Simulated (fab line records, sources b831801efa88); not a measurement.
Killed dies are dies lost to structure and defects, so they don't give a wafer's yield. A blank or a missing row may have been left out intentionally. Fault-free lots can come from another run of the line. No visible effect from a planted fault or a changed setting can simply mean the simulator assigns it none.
Check of tool commonality :: flow sky130 :: 11 lots, 33 wafers sampled

== REASON IT WAS OPENED ==
SKY_LDD_P_TW_MEAS_11, reading LDD_P_TW: flagged on 1 of 11 lots. Fault-free wafers read 637, with a standard deviation of 8.8.
Rule: a lot is flagged when every wafer of it that has a number lies more than 4 standard deviations from that mean, or none has a number. The rest of the lots are taken to be sound.

lot: L608
measured: day 18 18:59
on: filmMetro-02
LDD_P_TW, wafer by wafer: 632 635 632
flag: 

lot: L609
measured: day 19 05:08
on: filmMetro-04
LDD_P_TW, wafer by wafer: 632 631 634
flag: 

lot: L610
measured: day 19 06:51
on: filmMetro-03
LDD_P_TW, wafer by wafer: 649 651 651
flag: 

lot: L611
measured: day 20 02:25
on: filmMetro-03
LDD_P_TW, wafer by wafer: 647 647 650
flag: 

lot: L612
measured: day 20 11:38
on: filmMetro-04
LDD_P_TW, wafer by wafer: 626 634 635
flag: 

lot: L616
measured: day 22 16:54
on: filmMetro-04
LDD_P_TW, wafer by wafer: 629 628 624
flag: 

lot: L615
measured: day 22 23:11
on: filmMetro-04
LDD_P_TW, wafer by wafer: 626 632 630
flag: 

lot: L620
measured: day 23 16:38
on: filmMetro-04
LDD_P_TW, wafer by wafer: 634 627 631
flag: 

lot: L622
measured: day 24 03:11
on: filmMetro-04
LDD_P_TW, wafer by wafer: 627 625 628
flag: 

lot: L623
measured: day 24 09:46
on: filmMetro-04
LDD_P_TW, wafer by wafer: 30 29 30
flag: FLAGGED

lot: L628
measured: day 26 06:58
on: filmMetro-03
LDD_P_TW, wafer by wafer: 650 650 651
flag: 
On average the flagged lots' numbers are 30, which is -607 against the usual, or -69 standard deviations.

== TOOL THAT RAN EACH LOT ==
The record holds 1 process step before the reading, out of a route of 708 steps. Every cell lists first the tool, next ch and the chambers used by the sampled wafers, and last the start.
lot: L608
flag: 
SKY_LDD_P_EXPOSE_04: ilineStepper-01 ch 0, day 18 03:48

lot: L609
flag: 
SKY_LDD_P_EXPOSE_04: ilineStepper-02 ch 0, day 18 14:34

lot: L610
flag: 
SKY_LDD_P_EXPOSE_04: ilineStepper-01 ch 0, day 18 15:53

lot: L611
flag: 
SKY_LDD_P_EXPOSE_04: ilineStepper-02 ch 0, day 19 10:48

lot: L612
flag: 
SKY_LDD_P_EXPOSE_04: ilineStepper-01 ch 0, day 19 19:46

lot: L616
flag: 
SKY_LDD_P_EXPOSE_04: ilineStepper-01 ch 0, day 22 02:21

lot: L615
flag: 
SKY_LDD_P_EXPOSE_04: ilineStepper-01 ch 0, day 22 07:26

lot: L620
flag: 
SKY_LDD_P_EXPOSE_04: ilineStepper-01 ch 0, day 23 01:29

lot: L622
flag: 
SKY_LDD_P_EXPOSE_04: ilineStepper-02 ch 0, day 23 12:10

lot: L623
flag: FLAGGED
SKY_LDD_P_EXPOSE_04: ilineStepper-01 ch 0, day 23 18:18

lot: L628
flag: 
SKY_LDD_P_EXPOSE_04: ilineStepper-02 ch 0, day 25 17:04
These steps, and what they do:
- SKY_LDD_P_EXPOSE_04: exposes mask PSDM, target cd 380 nm.
- SKY_LDD_P_TW_MEAS_11

== FLAGGED AGAINST TOTAL, ONE TOOL AT A TIME (gauges that did the reading follow at the end) ==
step: SKY_LDD_P_EXPOSE_04
tool: ilineStepper-01
lots run: 7
flagged: 1
share of the flagged lots: all
sound lots run after its first flagged lot: 0

step: SKY_LDD_P_EXPOSE_04
tool: ilineStepper-02
lots run: 4
flagged: 0
share of the flagged lots: none
sound lots run after its first flagged lot: -

step: SKY_LDD_P_TW_MEAS_11
tool: filmMetro-02
lots run: 1
flagged: 0
share of the flagged lots: none
sound lots run after its first flagged lot: -

step: SKY_LDD_P_TW_MEAS_11
tool: filmMetro-03
lots run: 3
flagged: 0
share of the flagged lots: none
sound lots run after its first flagged lot: -

step: SKY_LDD_P_TW_MEAS_11
tool: filmMetro-04
lots run: 7
flagged: 1
share of the flagged lots: all
sound lots run after its first flagged lot: 0

== WHAT IS ALLOWED BY THE TABLE ==
ilineStepper-01 at SKY_LDD_P_EXPOSE_04 and filmMetro-04 at SKY_LDD_P_TW_MEAS_11 are the 2 rows of the table that ran each flagged lot.
- ilineStepper-01 at SKY_LDD_P_EXPOSE_04 ran 7 lots, 1 of them flagged. Its last sound lot is L620 (day 23 01:29), its first flagged lot L623 (day 23 18:18): a fault that began between those two fits.
- filmMetro-04 at SKY_LDD_P_TW_MEAS_11 ran 7 lots, 1 of them flagged. Its last sound lot is L622 (day 24 03:11), its first flagged lot L623 (day 24 09:46): a fault that began between those two fits.
These 2 tools cannot be told apart by counting lots, since each of them fits a fault that started at some hour. More lots, or a look at what each step does to the wafer, might.

== WHAT WAS PUT IN BY THE SIMULATOR ==
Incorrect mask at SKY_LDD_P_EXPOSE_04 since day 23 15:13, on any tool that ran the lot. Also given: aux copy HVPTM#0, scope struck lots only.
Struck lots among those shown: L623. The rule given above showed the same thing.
